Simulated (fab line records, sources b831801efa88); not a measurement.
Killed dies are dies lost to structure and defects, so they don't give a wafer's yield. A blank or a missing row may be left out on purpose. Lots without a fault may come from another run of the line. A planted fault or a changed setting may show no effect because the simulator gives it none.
One fault seen from 2 desks | flow sky130 | each desk has only its own numbers; what lay behind them comes last

THE TOOL OWNER'S DESK: litho_track-04
The tool's own readings at SKY_VIA1_SOFTBAKE_08 (time 90 s): means of the sampled wafers that have a number, for each lot that ran on this tool. A lot is out of limits, marked OUT, if its mean lies more than 4 standard deviations from the usual mean; the brackets give that distance.
Columns: A = exhaust_pa at SKY_VIA1_SOFTBAKE_08, usual 45.0 Pa; B = heater_power_total_W at SKY_VIA1_SOFTBAKE_08, usual 57.37 W; C = resist_line_temp_C at SKY_VIA1_SOFTBAKE_08, usual 23.00 C; D = run_length_s at SKY_VIA1_SOFTBAKE_08, usual 119.12 s
lot  | first seen here | A    | B                | C     | D
L985 | day 33 08:00    | 45.3 | 57.37            | 22.99 | 119.28
L986 | day 33 11:00    | 45.9 | 57.46            | 22.97 | 119.26
L989 | day 34 15:00    | 44.9 | 58.30 (+7.7) OUT | 22.80 | 115.67 (-19) OUT
L993 | day 35 23:00    | 44.9 | 58.63 (+11) OUT  | 22.94 | 113.84 (-29) OUT
L999 | day 38 03:00    | 44.5 | 57.39            | 22.92 | 119.21
L107 | day 40 02:00    | 45.9 | 57.30            | 23.01 | 119.41
This desk's finding: out of limits on L989, L993; first on L989, day 34 15:00 (heater_power_total_W at SKY_VIA1_SOFTBAKE_08). In limits: L985, L986, L999, L107.

THE METROLOGY DESK
What the gauges read, lot by lot, whatever tool the lot ran on: means of the sampled wafers that have a number. A lot is out of limits, marked OUT, if its mean lies more than 4 standard deviations from the usual mean; the brackets give that distance.
Columns: A = VT_ADJUST_NCORE_TW at SKY_VT_ADJUST_NCORE_TW_MEAS_11, usual 221.2; B = VT_ADJUST_PCH_OVL at SKY_VT_ADJUST_PCH_OVL_MEAS_07, usual -0.7 nm
lot  | first seen here | A     | B
L985 | day 8 15:57     | 220.5 | -3.0
L986 | day 8 21:45     | 219.5 | -1.8
L987 | day 9 02:57     | 219.1 | -0.7
L989 | day 9 17:19     | 222.6 | -1.6
L993 | day 10 19:25    | 219.7 | 1.8
L999 | day 12 18:12    | 221.0 | -1.9
L100 | day 13 05:25    | 221.5 | -0.6
L102 | day 13 18:33    | 219.8 | -0.5
L104 | day 14 07:34    | 222.5 | -0.3
L106 | day 14 16:27    | 221.0 | -0.9
L107 | day 15 02:00    | 222.3 | -0.5
L108 | day 15 09:40    | 221.9 | 0.1
This desk's finding: nothing out of limits on any of the 12 lots.

PUT TOGETHER
The tool owner's desk could have raised an alarm at day 34 15:00, on L989, L993.
The metrology desk saw nothing out of limits.
The metrology desk has L989, L993 on record, within its limits.
Of the lots named, all ran SKY_VIA1_SOFTBAKE_08 on litho_track-04.

WHAT THE SIMULATOR HAD PUT IN
Process parameter drift: litho_track-04, from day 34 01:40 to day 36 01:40, at SKY_VIA1_SOFTBAKE_08. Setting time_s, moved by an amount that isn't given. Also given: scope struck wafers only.
Lots struck among those shown: L989, L993.
Hours from the fault's start to each desk's first reading out of limits: the tool owner's desk, 13.
